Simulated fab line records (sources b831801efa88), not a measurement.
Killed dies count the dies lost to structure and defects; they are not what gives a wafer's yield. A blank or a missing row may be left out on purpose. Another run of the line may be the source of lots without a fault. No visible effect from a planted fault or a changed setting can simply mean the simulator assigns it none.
A struck lot beside a sound one / flow sky130 / 15 out of 708 route steps
Sound: the wafers L408.3, L408.4, L408.5. The struck wafers were L422.1, L422.5, L422.6. The cause is given at the end.
For every step that has rows: the tool of each side, followed by ch and its chambers, followed by its first start. Under that, the readings that differ: sound wafers / struck wafers / difference of the means / sigmas: that difference in standard deviations of wafers without a fault.
alike: same words and numbers on both sides, and readings whose means sit less than 2 such deviations apart. not compared: any withheld reading, any reading some wafer has no value for, any bound like >300 that may hide the same value, and any number with overlapping values for which the record gives no deviation.
The two part at a step that has a row with sigmas, a row that says differs or no value, or rows on one side only. Numbers that have no deviation but don't overlap get no sigmas and don't part them. A reading that every wafer of one side lacks parts them only if that side has two wafers or more.

first, 7 steps without rows for these wafers: SKY_METAL4_HMDS_06 (prime time 60 s); SKY_METAL4_COAT_07 (resist thk 60 nm); SKY_METAL4_COAT_08 (resist thk 1140 nm); SKY_METAL4_SOFTBAKE_09 (time 90 s); SKY_METAL4_EXPOSE_10 (exposes mask MM4, target cd 300 nm); SKY_METAL4_PEB_11; SKY_METAL4_DEVELOP_12 (develop time 60 s).
SKY_METAL4_CD_MEAS_13 targets a cd of 300 nm.
  struck on cd sem-02, day 46 22:14; sound on cd sem-01, day 43 03:47
  alike: cd nm
SKY_METAL4_OVL_MEAS_14:
  struck on overlay-01, day 46 22:22; sound on overlay-01, day 43 03:53
  alike: METAL4_OVL
SKY_METAL4_DESCUM_15: chemistry O2, time 8 s.
  sound on rie metal-02 ch 0,1, day 43 03:55; struck on rie metal-02 ch 0, day 46 22:24
  alike: drypump motor current A, oes product au
  not compared: rf hours counter h
SKY_METAL4_ETCH_16: etches BARC in N2/H2, stops on SiO2, time 88.2 s, target depth 60 nm.
  sound on rie metal-02 ch 0,1, day 43 03:58; struck on rie metal-02 ch 0, day 46 22:28
  alike: chamber pressure mTorr, drypump motor current A, oes product au, throttle valve pct
  not compared: rf hours counter h
SKY_METAL4_ETCH_17: etches SiO2 in C4F8/O2/Ar, stops on TiN, time 3.9 s, target depth 15 nm.
  sound on rie diel-03 ch 2,3, day 43 04:02; struck on rie diel-01 ch 0,3, day 46 22:40
  alike: chamber pressure mTorr, oes product au
SKY_METAL4_METAL_ETCH_18: etches the open film in Cl2/BCl3, stops on SiO2, target depth 845 nm, time 183.1 s.
  sound on rie metal-04 ch 0,1, day 43 04:07; struck on rie metal-02 ch 0, day 46 22:41
reading=chamber pressure mTorr (mTorr); sound=10.009 9.991 9.985; struck=12.009 12.007 12.010; difference=+2.014; sigmas=+99 or more
reading=model.KrF-thick_of_METAL4_COAT_08.thk nm (nm); sound=526.7 535.3 542.5; struck=513.6 512.1 514.3; difference=-21.5; sigmas=
  alike: drypump motor current A, mfc cl2 sccm, oes product au, throttle valve pct
  not compared: rf hours counter h
SKY_METAL4_STRIP_19: strips in O2/N2.
  sound on plasma asher-01 ch 0,1, day 43 04:16; struck on plasma asher-02 ch 0,1, day 46 23:02
reading=oes product au (a.u.); sound=0.502 0.506 0.507; struck=0.496 0.491 0.485; difference=-0.014; sigmas=-3
reading=strip time to endpoint s (s); sound=6.53 6.62 6.67; struck=6.39 6.39 6.43; difference=-0.20; sigmas=-3
  alike: drypump motor current A
  not compared: rf hours counter h
then, 1 step without rows for these wafers: SKY_PAD_OPEN_PROBE_99.

## WHERE THEY PART
At SKY_METAL4_METAL_ETCH_18 first; at SKY_METAL4_STRIP_19 last (within this record only).

WHY: the cause the simulator had injected
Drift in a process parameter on rie metal-02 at SKY_METAL4_METAL_ETCH_18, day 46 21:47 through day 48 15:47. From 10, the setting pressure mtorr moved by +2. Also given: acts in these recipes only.
